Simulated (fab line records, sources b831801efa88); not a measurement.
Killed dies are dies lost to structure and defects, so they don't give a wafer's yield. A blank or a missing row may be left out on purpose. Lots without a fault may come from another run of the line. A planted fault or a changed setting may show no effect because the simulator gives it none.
Chamber matching | flow gf180mcu | GF_V4_ETCH_16 on rie_diel-03: 4 sister chambers
The step etches BARC in N2/H2. 4 wafers are shown with their chamber, then 9 later ones without.

WAFERS WITH THEIR CHAMBER
wafer  | chamber | drypump_motor_current_A (A)
L082.4 | 0       | 6.3
L082.5 | 1       | 6.3
L089.3 | 3       | 6.0
L089.4 | 2       | 5.1

WAFERS WITHOUT THEIR CHAMBER
wafer  | drypump_motor_current_A (A)
L092.1 | 6.3
L092.2 | 6.4
L092.5 | 6.4
L093.2 | 6.4
L093.5 | 6.4
L093.6 | 6.3
L097.2 | 6.0
L097.4 | 6.3
L097.6 | 6.0

WHICH CHAMBER EACH WENT THROUGH
wafer  | from the rows above     | in truth
L092.1 | can't be placed: 0 or 1 | 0
L092.2 | can't be placed: 0 or 1 | 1
L092.5 | can't be placed: 0 or 1 | 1
L093.2 | can't be placed: 0 or 1 | 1
L093.5 | can't be placed: 0 or 1 | 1
L093.6 | can't be placed: 0 or 1 | 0
L097.2 | 3                       | 3
L097.4 | can't be placed: 0 or 1 | 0
L097.6 | 3                       | 3
Placed correctly: 2 of 9. Can't be placed from these rows: 7 (the true chamber is among the candidates in 7). Placed wrongly: 0.
How it was worked out, from the rows above alone: a wafer's distance from a chamber is the root of the sum, over the readings, of the square of ((its reading less the chamber's mean) divided by the reading's scatter). The wafer belongs to the nearest chamber; if the next one is less than 2 further off, it can't be placed. A chamber's mean is the mean of its shown wafers. The scatter: with one shown wafer a chamber, the root of the mean of the squares of how far each hidden wafer lies from its nearest shown one.
